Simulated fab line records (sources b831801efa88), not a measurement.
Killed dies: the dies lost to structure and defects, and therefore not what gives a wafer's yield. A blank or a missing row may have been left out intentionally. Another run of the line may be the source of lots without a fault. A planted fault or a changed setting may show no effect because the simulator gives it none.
Split-lot experiment + flow gf180mcu + 5 lots, 23 wafers read, on a route of 602 steps

## ON THE SPLIT
At GF_TOP_METAL_DEVELOP_13 (develop time 60 s), the setting dev_temp_c was moved away from the recipe's 23 C on 10 of the 23 wafers read, by -12.3% to +10.8%. This setting was run at the recipe's value on the other wafers.

No step appears in the file between the split and the reading.

## THE READING
At GF_TOP_METAL_CD_MEAS_14: cd_nm in nanometres, against a target cd of 440 nm. Typical for fault-free wafers on this fab line: 439.9 nm, with standard deviation 2 nm.

| wafer  | tool, chamber at the split | dev_temp_c as run, C | against the recipe | cd_nm, nm | against lot-mates on the recipe |
|--------|----------------------------|----------------------|--------------------|-----------|---------------------------------|
| L074.1 | litho_track-01, 0          | 21.92                | -4.7%              | 435.6     | -1.8                            |
| L074.3 | litho_track-01, 0          | 23                   | recipe             | 437.3     | -                               |
| L074.4 | litho_track-01, 0          | 23                   | recipe             | 437.5     | -                               |
| L074.5 | litho_track-01, 0          | 21.92                | -4.7%              | 434.9     | -2.5                            |
| L074.6 | litho_track-01, 0          | 21.92                | -4.7%              | 436.5     | -0.9                            |
| L076.1 | litho_track-01, 0          | 25.49                | +10.8%             | 448.3     | +6.8                            |
| L076.2 | litho_track-01, 0          | 23                   | recipe             | 443.1     | -                               |
| L076.3 | litho_track-01, 0          | 25.49                | +10.8%             | 446.8     | +5.3                            |
| L076.5 | litho_track-01, 0          | 23                   | recipe             | 440.1     | -                               |
| L076.6 | litho_track-01, 0          | 23                   | recipe             | 441.3     | -                               |
| L078.1 | litho_track-04, 0          | 24.09                | +4.7%              | 445.3     | +4.7                            |
| L078.2 | litho_track-04, 0          | 24.09                | +4.7%              | 442.6     | +2.0                            |
| L078.3 | litho_track-04, 0          | 23                   | recipe             | 440.1     | -                               |
| L078.4 | litho_track-04, 0          | 23                   | recipe             | 441.1     | -                               |
| L078.5 | litho_track-04, 0          | 24.09                | +4.7%              | 444.3     | +3.7                            |
| L079.1 | litho_track-01, 0          | 23                   | recipe             | 441.8     | -                               |
| L079.4 | litho_track-01, 0          | 23                   | recipe             | 441.8     | -                               |
| L079.6 | litho_track-01, 0          | 23                   | recipe             | 438.9     | -                               |
| L085.1 | litho_track-03, 0          | 20.18                | -12.3%             | 433.2     | -6.3                            |
| L085.2 | litho_track-03, 0          | 23                   | recipe             | 440.5     | -                               |
| L085.3 | litho_track-03, 0          | 23                   | recipe             | 440.2     | -                               |
| L085.4 | litho_track-03, 0          | 20.18                | -12.3%             | 432.1     | -7.4                            |
| L085.6 | litho_track-03, 0          | 23                   | recipe             | 437.8     | -                               |

FIT RESULTS
A straight line over all 23 wafers: cd_nm changes by +0.692 nm for each +1% of dev_temp_c; r = +0.93; the points scatter about the line by 1.6 nm.
The same after taking each lot's own level away (the mean of its wafers on the recipe; 23 wafers): +0.558 nm for each +1%; r = +0.94; scatter 1.1 nm.
Per that fit: largest dev_temp_c move, reading shift of 6.8 nm.
The span of the lots' own levels, 437.40 to 441.50 nm, comes to 2.1 times the standard deviation stated above.
In other words, the slope is changed by the lot-to-lot level; the two fits disagree.
Check: with one of the wafers moved furthest among these (-12.3%) left out of the fit, the line predicts -6.74 nm for it against its lot-mates. Against them it came out at -6.3 nm.

## ADDITIONAL SPLITS CARRIED BY THESE WAFERS
Note: prior to the reading, these wafers also went through further splits. Each is held against what the fit with the lots' levels taken away leaves over:
| other split on the same wafers  | wafers away from the commonest value | r with cd_nm (lot level and that fit taken away) |
|---------------------------------|--------------------------------------|--------------------------------------------------|
| GF_M1_SPUTTER_04 power_w        | 5                                    | +0.30                                            |
| GF_V1_CMP_04 leave_above_ref_nm | 6                                    | -0.12                                            |
| GF_V1_SOFTBAKE_10 temp_c        | 5                                    | +0.11                                            |
| GF_V2_COAT_09 resist_thk_nm     | 5                                    | +0.02                                            |
| GF_V2_SOFTBAKE_10 temp_c        | 9                                    | -0.11                                            |
| GF_M3_SPUTTER_01 power_w        | 4                                    | -0.24                                            |
| GF_M3_SPUTTER_04 power_w        | 5                                    | -0.31                                            |
| GF_V3_SPUTTER_21 power_w        | 8                                    | +0.17                                            |
| GF_M4_SPUTTER_04 power_w        | 10                                   | +0.24                                            |
| GF_V4_EXPOSE_11 dose_mj         | 8                                    | +0.03                                            |
| GF_MIM_SPUTTER_03 time_s        | 7                                    | -0.14                                            |

## FILE'S OWN FIT
cd_nm changes by +0.557 nm for each +1% of dev_temp_c, r = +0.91.
